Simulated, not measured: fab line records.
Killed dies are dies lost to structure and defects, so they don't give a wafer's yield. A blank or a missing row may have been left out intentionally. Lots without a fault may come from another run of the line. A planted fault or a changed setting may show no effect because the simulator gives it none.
Matching of chambers    flow sky130    SKY_LI_CONTACT_CMP_24 on cmp-02 has 4 sister chambers
The step polishes, stops on PSG, t overpolish 20 s, target thk 0 nm. 27 wafers are shown with their chamber, then 12 later ones without.

== EACH WAFER AND ITS CHAMBER ==
wafer   chamber  motorCurrentA (A)  overpolishRunS (s)  slurryFlowMlMin
L075.1  3        10.7               19.984              150.0
L075.4  1        14.1               19.985              150.0
L075.5  0        10.5               19.984              149.0
L077.2  2        10.1               20.005              149.9
L077.3  1        13.1               19.993              150.1
L077.6  0        10.7               20.019              149.7
L078.3  0        10.9               19.996              149.3
L078.4  1        14.8               19.982              150.2
L078.5  0        10.9               19.990              150.6
L080.2  1        13.5               20.003              150.3
L080.5  3        10.5               20.000              150.0
L080.6  2        10.6               20.005              150.6
L082.4  0        11.2               20.005              149.7
L082.5  3        10.2               19.992              150.0
L082.6  2        10.3               19.992              149.6
L083.1  2        10.8               19.995              150.3
L083.3  0        10.6               19.982              149.7
L083.5  0        10.7               20.005              149.9
L085.1  0        10.7               20.012              150.2
L085.2  3        10.7               19.986              151.4
L085.3  2        9.8                19.998              150.1
L086.1  3        10.9               20.017              149.8
L086.4  2        11.0               20.010              150.4
L086.6  3        10.2               19.999              150.0
L088.1  0        10.7               20.007              150.5
L088.3  2        10.1               19.996              150.7
L088.4  3        10.5               20.015              150.0

SIGNATURES, as means of the wafers listed above
reading          chamber 0  chamber 1  chamber 2  chamber 3  scatter within a chamber
motorCurrentA    10.767     13.875     10.386     10.529     0.391
overpolishRunS   20.00000   19.99075   20.00014   19.99900   0.0111
slurryFlowMlMin  149.844    150.150    150.229    150.171    0.464
Rule: a wafer's distance from a chamber is the root of the sum, over the readings, of the square of ((its reading less the chamber's mean) divided by the reading's scatter). If the next closest chamber is less than 2 further off than the closest, the wafer can't be placed; otherwise it belongs to the closest. How the scatter is found: for the shown wafers, subtract from each reading the mean of its chamber, square and add these, divide the total by (wafers less chambers), then take the root.

== WAFERS WHOSE CHAMBER IS MISSING ==
wafer   motorCurrentA (A)  overpolishRunS (s)  slurryFlowMlMin
L089.2  10.5               20.008              149.9
L089.3  10.3               19.996              149.0
L089.6  14.1               20.015              149.4
L090.1  10.8               20.002              149.9
L090.2  14.0               19.999              149.3
L090.6  9.9                19.986              150.4
L091.1  10.5               19.997              149.6
L091.5  11.6               20.006              150.1
L091.6  14.5               20.006              149.3
L092.2  14.3               19.996              149.1
L092.4  10.8               19.986              149.2
L092.6  14.6               20.000              149.4

== THE CHAMBER EACH PASSED THROUGH ==
wafer   from the rows above           in truth
L089.2  can't be placed: 0 or 3 or 2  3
L089.3  can't be placed: 0 or 3 or 2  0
L089.6  1                             1
L090.1  can't be placed: 0 or 3 or 2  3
L090.2  1                             1
L090.6  can't be placed: 2 or 3 or 0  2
L091.1  can't be placed: 0 or 3 or 2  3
L091.5  can't be placed: 0 or 3 or 2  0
L091.6  1                             1
L092.2  1                             1
L092.4  can't be placed: 0 or 3 or 2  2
L092.6  1                             1
5 of 12 placed correctly. These rows do not allow placing 7 (true chamber among the candidates in 7). Wrongly placed: 0.
